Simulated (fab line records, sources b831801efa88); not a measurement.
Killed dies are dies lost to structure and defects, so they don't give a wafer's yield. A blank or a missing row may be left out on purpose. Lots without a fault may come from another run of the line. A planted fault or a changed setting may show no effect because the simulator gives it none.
Chamber matching | flow gf180mcu | GF_V2_CMP_26 on cmp-02: 4 sister chambers
The step polishes, stops on SiO2, t overpolish 15 s, target thk 0 nm. 8 wafers are shown with their chamber, then 7 later ones without.

WAFERS WITH THEIR CHAMBER
wafer  | chamber | motor_current_A (A) | time_to_endpoint_s (s)
L338.1 | 1       | 12.4                | 88
L338.5 | 1       | 12.8                | 86
L341.5 | 3       | 9.7                 | 83
L341.6 | 2       | 12.3                | 85
L344.1 | 2       | 12.4                | 81
L344.3 | 0       | 8.9                 | 85
L344.4 | 3       | 9.5                 | 81
L348.3 | 0       | 8.3                 | 85

WAFERS WITHOUT THEIR CHAMBER
wafer  | motor_current_A (A) | time_to_endpoint_s (s)
L348.4 | 12.4                | 84
L348.5 | 9.2                 | 79
L352.3 | 9.3                 | 79
L352.4 | 9.3                 | 71
L357.1 | 12.0                | 83
L357.4 | 9.6                 | 82
L357.5 | 9.0                 | 79

WHICH CHAMBER EACH WENT THROUGH
wafer  | from the rows above     | in truth
L348.4 | can't be placed: 2 or 1 | 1
L348.5 | can't be placed: 3 or 0 | 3
L352.3 | 3                       | 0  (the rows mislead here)
L352.4 | 3                       | 3
L357.1 | can't be placed: 2 or 1 | 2
L357.4 | 3                       | 3
L357.5 | can't be placed: 3 or 0 | 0
Placed correctly: 2 of 7. Can't be placed from these rows: 4 (the true chamber is among the candidates in 4). Placed wrongly: 1.
How it was worked out, from the rows above alone: a wafer's distance from a chamber is the root of the sum, over the readings, of the square of ((its reading less the chamber's mean) divided by the reading's scatter). The wafer belongs to the nearest chamber; if the next one is less than 2 further off, it can't be placed. A chamber's mean is the mean of its shown wafers. The scatter: the root of (the sum of the squares of (reading less its chamber's mean) over the shown wafers, divided by (wafers less chambers)).
